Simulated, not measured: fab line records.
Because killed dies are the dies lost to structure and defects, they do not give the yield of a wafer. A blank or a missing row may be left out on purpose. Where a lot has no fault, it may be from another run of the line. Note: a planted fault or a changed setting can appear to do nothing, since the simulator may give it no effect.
What tool caused it? | flow sky130 | Sampling: 12 lots, 36 wafers, 5 of 708 route steps

WHAT THE GAUGES READ, wafer by wafer
SKY_LDD_HVN_TW_MEAS_10. Usual: for LDD_HVN_TW the level is 1437 and the standard deviation is 16.
lot  | measured     | on            | LDD_HVN_TW     | flag
L795 | day 20 00:08 | film metro-04 | 1439 1445 1452 |
L796 | day 20 05:55 | film metro-02 | 1420 1418 1421 |
L798 | day 21 11:44 | film metro-02 | 1425 1420 1417 |
L799 | day 21 18:47 | film metro-04 | 1452 1452 1453 |
L801 | day 22 15:00 | film metro-04 | 1444 1448 1441 |
L807 | day 24 19:41 | film metro-02 | 1420 1416 1420 |
L810 | day 25 23:04 | film metro-04 | 1457 1458 1449 |
L811 | day 26 02:48 | film metro-03 | 1445 1435 1443 |
L813 | day 27 04:50 | film metro-03 | 1440 1455 1449 |
L814 | day 27 07:56 | film metro-04 | 1438 1449 1441 |
L817 | day 28 11:01 | film metro-02 | 1416 1410 1411 |
L818 | day 28 16:11 | film metro-02 | 1406 1417 1409 |

SKY_VIA2_CD_MEAS_12 targets a cd of 200 nm. Usual: cd nm 199.8 nm, standard deviation 1.5.
lot  | measured     | on        | cd nm (nm)        | flag
L795 | day 36 00:15 | cd sem-02 | 198.6 198.8 198.5 |
L796 | day 36 04:11 | cd sem-01 | 201.8 201.3 202.0 |
L798 | day 37 04:17 | cd sem-01 | 197.1 198.3 195.4 |
L799 | day 37 10:32 | cd sem-02 | 202.3 202.3 201.8 |
L801 | day 38 03:50 | cd sem-02 | 202.2 201.9 201.1 |
L807 | day 39 23:31 | cd sem-01 | 200.7 180.1 199.9 | OFF
L810 | day 40 23:25 | cd sem-01 | 200.7 201.0 201.0 |
L811 | day 41 01:29 | cd sem-01 | 200.1 202.4 201.3 |
L813 | day 41 23:55 | cd sem-01 | 200.9 201.1 200.1 |
L814 | day 42 01:55 | cd sem-02 | 199.1 200.3 199.6 |
L817 | day 42 23:46 | cd sem-01 | 197.9 196.9 198.7 |
L818 | day 43 03:28 | cd sem-01 | 198.4 199.9 199.2 |

TOOL THAT RAN EACH LOT (tool first, then ch and the chambers of the sampled wafers, then the start)
lot  | SKY_POLY_GATE_ETCH_15              | SKY_CONTACT_CVD_00              | SKY_VIA2_DEVELOP_11
L795 | rie diel-03 ch 0,1,2, day 16 03:51 | pecvd-02 ch 0,2, day 30 03:12   | litho track-04 ch 0, day 36 00:00
L796 | rie diel-03 ch 0,2, day 16 08:12   | pecvd-01 ch 0,2, day 30 07:52   | litho track-02 ch 0, day 36 04:00
L798 | rie diel-02 ch 0,2,3, day 17 11:43 | pecvd-03 ch 0,2, day 31 12:04   | litho track-02 ch 0, day 37 04:00
L799 | rie diel-03 ch 0,1,3, day 17 18:16 | pecvd-01 ch 0,1, day 31 16:28   | litho track-01 ch 0, day 37 10:00
L801 | rie diel-04 ch 0,1,2, day 18 10:00 | pecvd-01 ch 0,1,2, day 32 09:02 | litho track-04 ch 0, day 38 03:00
L807 | rie diel-02 ch 1,2,3, day 20 17:22 | pecvd-01 ch 0,1,2, day 34 08:51 | litho track-02 ch 0, day 39 23:00
L810 | rie diel-02 ch 0,1, day 22 00:42   | pecvd-02 ch 0,1, day 35 09:58   | litho track-01 ch 0, day 40 23:00
L811 | rie diel-03 ch 2,3, day 22 05:03   | pecvd-01 ch 0,2, day 35 11:38   | litho track-01 ch 0, day 41 01:00
L813 | rie diel-03 ch 1,2,3, day 23 08:39 | pecvd-02 ch 0,1, day 36 13:15   | litho track-04 ch 0, day 41 23:00
L814 | rie diel-03 ch 0,2,3, day 23 13:06 | pecvd-03 ch 1,2, day 36 15:27   | litho track-01 ch 0, day 42 01:00
L817 | rie diel-03 ch 0,1,2, day 24 17:22 | pecvd-01 ch 0,1,2, day 37 14:43 | litho track-01 ch 0, day 42 23:00
L818 | rie diel-03 ch 0,2,3, day 24 22:48 | pecvd-02 ch 0,1,2, day 37 19:07 | litho track-01 ch 0, day 43 03:00
- SKY_POLY_GATE_ETCH_15: etches BARC in N2/H2, stops on SiO2, time 118.5 s, target depth 110 nm.
- SKY_CONTACT_CVD_00: deposits Si3N4, target thk 75 nm.
- SKY_VIA2_DEVELOP_11: develop time 60 s.

AS READ BY THE TOOLS THEMSELVES (means over the sampled wafers that have a number; for cases with no such wafer, the mark the record gives instead)
SKY_POLY_GATE_ETCH_15. Usual: drypump motor current A 5.9 A, standard deviation 0.46; oes product au 0.716 a.u., standard deviation 0.005; throttle valve pct 13.213 %, standard deviation 0.0093.
lot  | tool        | drypump motor current A (A) | oes product au (a.u.) | throttle valve pct (%) | flag
L795 | rie diel-03 | 6.2                         | 0.720                 | 13.205                 |
L796 | rie diel-03 | 5.9                         | 0.719                 | 13.208                 |
L798 | rie diel-02 | 5.6                         | 0.718                 | 13.210                 |
L799 | rie diel-03 | 6.2                         | 0.716                 | 13.215                 |
L801 | rie diel-04 | 5.6                         | 0.720                 | 13.206                 |
L807 | rie diel-02 | 5.8                         | 0.715                 | 13.216                 |
L810 | rie diel-02 | 6.0                         | 0.714                 | 13.217                 |
L811 | rie diel-03 | 5.6                         | 0.717                 | 13.209                 |
L813 | rie diel-03 | 5.9                         | 0.719                 | 13.214                 |
L814 | rie diel-03 | 5.9                         | 0.713                 | 13.215                 |
L817 | rie diel-03 | 6.2                         | 0.715                 | 13.211                 |
L818 | rie diel-03 | 5.9                         | 0.716                 | 13.219                 |

SKY_CONTACT_CVD_00. Usual: heater power w 716 W, standard deviation 63.
lot  | tool     | heater power w (W) | flag
L795 | pecvd-02 | 727                |
L796 | pecvd-01 | 701                |
L798 | pecvd-03 | 782                |
L799 | pecvd-01 | 722                |
L801 | pecvd-01 | 772                |
L807 | pecvd-01 | 749                |
L810 | pecvd-02 | 696                |
L811 | pecvd-01 | 763                |
L813 | pecvd-02 | 723                |
L814 | pecvd-03 | 711                |
L817 | pecvd-01 | 722                |
L818 | pecvd-02 | 705                |

SKY_VIA2_DEVELOP_11. Usual: exhaust pa 44.9 Pa, standard deviation 0.84.
lot  | tool           | exhaust pa (Pa) | flag
L795 | litho track-04 | 44.8            |
L796 | litho track-02 | 44.3            |
L798 | litho track-02 | 44.3            |
L799 | litho track-01 | 44.4            |
L801 | litho track-04 | 45.3            |
L807 | litho track-02 | 45.3            |
L810 | litho track-01 | 45.9            |
L811 | litho track-01 | 46.3            |
L813 | litho track-04 | 44.4            |
L814 | litho track-01 | 44.4            |
L817 | litho track-01 | 44.6            |
L818 | litho track-01 | 45.7            |

THE ANSWER, worked out from the rows above alone
Rule: a lot counts as off when the mean over its wafers that have a number is more than 3 standard deviations away from the usual mean. A lot without any number at a reading at which 4 lots or more have one is off too. Where the step has rows for the other lots, those lots are counted as sound. After the gauges, taken in route order, come the tools' own readings; for these a lot's mean is taken, as printed above. The first step at which some lot is off is used, and at that step the reading that is off furthest; a lot without a number counts as furthest.
Off: L807 (SKY_VIA2_CD_MEAS_12, cd nm).
If a tool, at a process step before that reading, ran all the lots that are off and no sound lot after the first of them, it fits. The gauges at SKY_VIA2_CD_MEAS_12 are tried like those tools. One fits: SKY_VIA2_DEVELOP_11 on litho track-02. A fault onset in the window from L798 (day 37 04:00, its last sound lot) to L807 (day 39 23:00, its first lot off) fits.

WHAT THE SIMULATOR PUT IN
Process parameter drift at SKY_VIA2_DEVELOP_11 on litho track-02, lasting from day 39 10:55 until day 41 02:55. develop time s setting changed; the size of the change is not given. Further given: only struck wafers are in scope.
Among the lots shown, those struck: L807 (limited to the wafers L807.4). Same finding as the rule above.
